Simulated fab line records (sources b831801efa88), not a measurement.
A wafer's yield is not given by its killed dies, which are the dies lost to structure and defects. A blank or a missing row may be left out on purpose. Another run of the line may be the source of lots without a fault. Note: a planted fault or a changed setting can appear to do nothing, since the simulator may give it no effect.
The tool behind it: which one?    flow sfqLine    15 lots with 45 wafers sampled at 4 steps, on a route of 325 steps

WHAT THE GAUGES READ, wafer by wafer
SFQ_M8_OVL_MEAS_948. Usual: M8_OVL gives -3 nm (standard deviation 5.5).
lot   measured      on          M8_OVL (nm)  flag
L274  day 79 23:54  overlay-01  -1 5 -5      
L275  day 80 11:08  overlay-02  1 -3 4       
L277  day 80 21:56  overlay-01  -5 -13 -7    
L279  day 81 22:47  overlay-02  -3 -8 -7     
L280  day 82 03:34  overlay-01  -2 -4 -9     
L281  day 82 06:00  overlay-02  0 -2 6       
L285  day 86 13:04  overlay-01  - - -        OFF
L286  day 86 14:16  overlay-01  - - -        OFF
L287  day 86 15:28  overlay-01  - - -        OFF
L289  day 86 19:04  overlay-01  5 -1 4       
L291  day 88 05:10  overlay-01  -5 6 -3      
L292  day 88 12:23  overlay-01  4 -11 -6     
L293  day 88 18:49  overlay-02  2 8 8        
L294  day 92 03:58  overlay-01  -2 -7 -4     
L297  day 92 19:31  overlay-02  -1 -4 -5     

EACH LOT AND THE TOOL THAT RAN IT (in order: tool; ch and the chambers of the sampled wafers; start)
lot   SFQ_TRILAYER_M6_DEP_SPUTTER_157  SFQ_TRILAYER_I6_VIA_STRIP_STRIP_173  SFQ_TRILAYER_M8_LITHO_EXPOSE_194
L274  pvdSputter-03, day 70 20:31      rieMetal-02 ch 0,1, day 72 02:35     krfScanner-02 ch 0, day 79 22:36
L275  pvdSputter-06, day 71 00:06      rieMetal-04 ch 0,1, day 75 21:46     krfScanner-02 ch 0, day 80 09:50
L277  pvdSputter-04, day 71 07:02      rieMetal-03 ch 0,1, day 76 08:44     krfScanner-02 ch 0, day 80 20:50
L279  pvdSputter-06, day 71 14:14      rieMetal-03 ch 0,1, day 76 16:13     krfScanner-02 ch 0, day 81 21:53
L280  pvdSputter-04, day 71 16:38      rieMetal-02 ch 0,1, day 76 18:25     krfScanner-02 ch 0, day 82 02:05
L281  pvdSputter-06, day 71 19:02      rieMetal-04 ch 0,1, day 76 19:37     krfScanner-02 ch 0, day 82 04:42
L285  pvdSputter-04, day 72 04:46      rieMetal-02 ch 0,1, day 81 03:58     krfScanner-01, day 86 11:34
L286  pvdSputter-03, day 72 05:58      rieMetal-04 ch 0,1, day 81 07:41     krfScanner-01, day 86 12:46
L287  pvdSputter-06, day 72 08:22      rieMetal-02 ch 0,1, day 81 17:37     krfScanner-01, day 86 14:22
L289  pvdSputter-06, day 72 14:22      rieMetal-02 ch 0,1, day 82 03:01     krfScanner-01 ch 0, day 86 17:34
L291  pvdSputter-03, day 75 04:34      rieMetal-04 ch 0,1, day 83 19:56     krfScanner-01 ch 0, day 88 03:41
L292  pvdSputter-04, day 75 06:57      rieMetal-04 ch 0,1, day 84 00:44     krfScanner-01 ch 0, day 88 10:54
L293  pvdSputter-04, day 75 10:45      rieMetal-02 ch 0,1, day 84 06:44     krfScanner-02 ch 0, day 88 17:32
L294  pvdSputter-03, day 77 04:43      rieMetal-04 ch 0,1, day 85 07:25     krfScanner-02 ch 0, day 92 02:28
L297  pvdSputter-04, day 78 00:10      rieMetal-04 ch 0,1, day 86 06:26     krfScanner-02 ch 0, day 92 18:13
- SFQ_TRILAYER_M6_DEP_SPUTTER_157: material Nb, target thk 200 nm, time 133.3 s.
- SFQ_TRILAYER_I6_VIA_STRIP_STRIP_173: strips in O2.
- SFQ_TRILAYER_M8_LITHO_EXPOSE_194: exposes mask M8, target cd 2000 nm.

AS READ BY THE TOOLS THEMSELVES (means over the sampled wafers that have a number; for cases with no such wafer, the mark the record gives instead)
SFQ_TRILAYER_M6_DEP_SPUTTER_157. Usual: throttleValvePct 30.2 %, standard deviation 1.
lot   tool           throttleValvePct (%)  flag
L274  pvdSputter-03  29.3                  
L275  pvdSputter-06  29.3                  
L277  pvdSputter-04  30.3                  
L279  pvdSputter-06  29.5                  
L280  pvdSputter-04  30.5                  
L281  pvdSputter-06  29.9                  
L285  pvdSputter-04  30.4                  
L286  pvdSputter-03  29.4                  
L287  pvdSputter-06  29.7                  
L289  pvdSputter-06  28.8                  
L291  pvdSputter-03  30.7                  
L292  pvdSputter-04  31.2                  
L293  pvdSputter-04  30.3                  
L294  pvdSputter-03  30.1                  
L297  pvdSputter-04  31.1                  

SFQ_TRILAYER_I6_VIA_STRIP_STRIP_173. Usual: drypumpMotorCurrentA 5.9 A, standard deviation 0.31; oesProductAu 0.997 a.u., standard deviation 0.011.
lot   tool         drypumpMotorCurrentA (A)  oesProductAu (a.u.)  flag
L274  rieMetal-02  5.8                       0.988                
L275  rieMetal-04  5.9                       0.992                
L277  rieMetal-03  5.8                       0.993                
L279  rieMetal-03  5.8                       1.003                
L280  rieMetal-02  6.0                       0.995                
L281  rieMetal-04  6.1                       0.995                
L285  rieMetal-02  5.7                       0.980                
L286  rieMetal-04  6.1                       1.001                
L287  rieMetal-02  6.0                       1.000                
L289  rieMetal-02  6.0                       1.001                
L291  rieMetal-04  6.0                       1.007                
L292  rieMetal-04  6.0                       0.996                
L293  rieMetal-02  5.7                       0.991                
L294  rieMetal-04  5.9                       0.990                
L297  rieMetal-04  6.1                       1.011                

SFQ_TRILAYER_M8_LITHO_EXPOSE_194. Usual: exposureDoseMJCm2 14.404, standard deviation 0.013; focusOffsetNm -0.1 nm, standard deviation 0.56.
lot   tool           exposureDoseMJCm2  focusOffsetNm (nm)  flag
L274  krfScanner-02  14.401             0.0                 
L275  krfScanner-02  14.392             0.0                 
L277  krfScanner-02  14.386             0.2                 
L279  krfScanner-02  14.412             -0.2                
L280  krfScanner-02  14.408             0.1                 
L281  krfScanner-02  14.397             -0.6                
L285  krfScanner-01  -                  -                   OFF
L286  krfScanner-01  -                  -                   OFF
L287  krfScanner-01  -                  -                   OFF
L289  krfScanner-01  14.404             -0.2                
L291  krfScanner-01  14.399             -0.3                
L292  krfScanner-01  14.403             0.0                 
L293  krfScanner-02  14.399             0.2                 
L294  krfScanner-02  14.398             -0.2                
L297  krfScanner-02  14.405             -0.7                

THE ANSWER, worked out from the rows above alone
Rule: lot off if the mean of its wafers having a number is beyond 3 standard deviations from the usual mean. Also off: a lot with no number at a reading for which 4 or more lots have one. Any other lot the step has rows for is counted as sound. After the gauges, taken in route order, come the tools' own readings; for these a lot's mean is taken, as printed above. At the first step where some lot is off, the reading lying furthest off is the one used; lots without a number count as furthest.
Off: at SFQ_M8_OVL_MEAS_948 (M8_OVL), L285, L286, L287. Without a number there: L285, L286, L287.
If a tool, at a process step before that reading, ran all the lots that are off and no sound lot after the first of them, it fits. The gauges at SFQ_M8_OVL_MEAS_948 aren't tried: what is off there is off at SFQ_TRILAYER_M8_LITHO_EXPOSE_194 too, on other tools, and a gauge's error can't cause that. Not one of the candidates tried fits.

WHAT THE SIMULATOR PUT IN
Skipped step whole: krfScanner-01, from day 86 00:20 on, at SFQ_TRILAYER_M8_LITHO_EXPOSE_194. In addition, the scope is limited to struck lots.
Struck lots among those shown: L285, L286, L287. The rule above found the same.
